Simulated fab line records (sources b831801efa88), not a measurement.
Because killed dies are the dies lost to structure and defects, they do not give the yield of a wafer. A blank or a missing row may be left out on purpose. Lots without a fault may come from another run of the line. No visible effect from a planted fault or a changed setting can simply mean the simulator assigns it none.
Which tool did it? | flow sky130 | 12 lots with 36 wafers sampled at 3 steps, on a route of 708 steps

## WHAT EACH GAUGE READ, for each wafer
SKY_POLY_GATE_THK_MEAS_04.
lot  | measured     | on            | POLY_GATE_CVD_03_THK (nm)
L075 | day 15 15:40 | film metro-02 | 73.8 74.5 74.3
L077 | day 16 23:20 | film metro-04 | 74.8 74.5 74.4
L079 | day 17 12:07 | film metro-04 | 75.8 75.4 75.3
L081 | day 18 06:50 | film metro-04 | 74.9 75.6 75.2
L083 | day 18 23:40 | film metro-01 | 76.0 76.5 76.2
L085 | day 19 20:25 | film metro-04 | 73.7 74.1 74.1
L087 | day 20 15:00 | film metro-01 | 74.4 74.3 74.1
L089 | day 21 05:52 | film metro-01 | 75.3 75.0 74.8
L091 | day 22 12:01 | film metro-04 | 75.8 75.7 75.4
L093 | day 22 21:49 | film metro-04 | 76.2 76.5 75.7
L095 | day 23 19:37 | film metro-02 | 75.3 76.1 75.4
L097 | day 24 10:20 | film metro-04 | 75.6 75.3 76.1

## EACH LOT AND THE TOOL THAT RAN IT (in order: tool; ch and the chambers of the sampled wafers; start)
lot  | SKY_FIELD_ISO_ETCH_17           | SKY_NWELL_STRIP_25
L075 | rie si-02 ch 0,1,3, day 2 09:13 | plasma asher-03 ch 0,1, day 5 10:29
L077 | rie si-02 ch 0,1, day 2 19:55   | plasma asher-02 ch 0,1, day 6 00:25
L079 | rie si-02 ch 1,3, day 3 06:16   | plasma asher-01 ch 0,1, day 6 10:59
L081 | rie si-02 ch 1,3, day 3 18:34   | plasma asher-01 ch 0,1, day 7 00:50
L083 | rie si-02 ch 1,2, day 4 04:01   | plasma asher-01 ch 0,1, day 7 11:26
L085 | rie si-01 ch 0,1,2, day 4 15:40 | plasma asher-01 ch 0,1, day 8 01:14
L087 | rie si-01 ch 0,1, day 5 00:28   | plasma asher-03 ch 0,1, day 8 15:43
L089 | rie si-01 ch 0,1,2, day 5 11:16 | plasma asher-03 ch 0, day 9 01:59
L091 | rie si-01 ch 1,3, day 5 21:37   | plasma asher-03 ch 0,1, day 9 20:29
L093 | rie si-01 ch 1,2,3, day 6 07:34 | plasma asher-02 ch 0,1, day 10 06:26
L095 | rie si-01 ch 1,2, day 6 18:13   | plasma asher-02 ch 0,1, day 10 22:59
L097 | rie si-01 ch 0,3, day 7 05:55   | plasma asher-02 ch 0,1, day 11 08:59
- SKY_FIELD_ISO_ETCH_17: etches Si in HBr/Cl2/O2, target depth 342 nm, time 97.7 s.
- SKY_NWELL_STRIP_25: strips in O2/N2.

## THE ANSWER, worked out from the rows above alone
Rule: the usual values come from the lots themselves. The widest of any qualifying gaps counts: lots, ordered by their means at a reading, are off when they make up no more than a third of the lots, leave a main group of 4 or more, and stand apart from it by 3 or more times the standard deviation of that group's means. A main group is skipped when, at the precision printed for the reading in the tables above, its means are all equal. Also off: a lot with no number at a reading for which 4 or more lots have one. Where the step has rows for the other lots, those lots are counted as sound.
Across all readings shown, no lot is off: no conclusion can be drawn from this.

## WHAT WAS PUT IN BY THE SIMULATOR
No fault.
